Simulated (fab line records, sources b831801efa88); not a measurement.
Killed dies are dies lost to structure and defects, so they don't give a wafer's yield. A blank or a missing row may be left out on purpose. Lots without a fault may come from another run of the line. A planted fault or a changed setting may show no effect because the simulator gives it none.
Which tool did it? | flow gf180mcu | 6 lots, 17 wafers sampled, at 3 steps of a route of 602

WHAT THE GAUGES READ, wafer by wafer
GF_V3_THK_MEAS_01.
lot  | measured     | on            | V3_CVD_00_THK (nm)
L497 | day 21 18:36 | film_metro-01 | 599 600 604
L499 | day 22 12:29 | film_metro-04 | 605 604 604
L505 | day 24 16:25 | film_metro-04 | 296 287 295
L512 | day 26 16:31 | film_metro-04 | 596 598 600
L515 | day 27 18:14 | film_metro-04 | 605 604 598
L518 | day 28 14:26 | film_metro-02 | 601 603

WHICH TOOL RAN EACH LOT (tool, then ch and the chambers of the sampled wafers, then the start)
lot  | GF_M3_SPUTTER_00             | GF_V3_CVD_00
L497 | pvd_sputter-04, day 20 17:11 | hdpcvd-02 ch 0,2, day 21 18:31
L499 | pvd_sputter-02, day 21 10:57 | hdpcvd-02 ch 1,2, day 22 12:25
L505 | pvd_sputter-04, day 23 17:09 | hdpcvd-02 ch 0,1,2, day 24 16:20
L512 | pvd_sputter-04, day 25 18:31 | hdpcvd-01 ch 0,1, day 26 16:25
L515 | pvd_sputter-01, day 26 21:07 | hdpcvd-01 ch 0,1,2, day 27 18:10
L518 | pvd_sputter-01, day 27 17:40 | hdpcvd-01 ch 0,1, day 28 14:22
- GF_M3_SPUTTER_00: material Ti, target thk 37.5 nm, time 150 s.
- GF_V3_CVD_00: deposits SiO2, target thk 600 nm, time 100 s.

THE ANSWER, worked out from the rows above alone
Rule: what is usual is taken from the lots themselves. Put in order of their means at a reading, lots are off if they are a third of the lots or fewer, leave a main group of 4 or more, and stand apart from it by a gap of 3 or more times the standard deviation of the main group's means; of several such gaps the widest counts. A main group whose means are all the same, to the digits that the tables above print for the reading, isn't used. A lot without any number at a reading at which 4 lots or more have one is off too. The other lots that the step has rows for count as sound.
Off: L505, at GF_V3_THK_MEAS_01 (V3_CVD_00_THK). The main group: mean 602 nm, standard deviation 2.1.
A tool fits if, at a process step before that reading, it ran every lot that is off, and no sound lot after the first of them. The gauges at GF_V3_THK_MEAS_01 are tried like those tools. One fits: hdpcvd-02 at GF_V3_CVD_00. Its last sound lot is L499 (day 22 12:25), its first lot that is off L505 (day 24 16:20): a fault that began between those two fits.

WHAT THE SIMULATOR HAD PUT IN
Process parameter drift: hdpcvd-02, from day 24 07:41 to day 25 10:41, at GF_V3_CVD_00. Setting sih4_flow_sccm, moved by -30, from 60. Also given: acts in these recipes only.
Lots struck among those shown: L505. The rule above found the same.
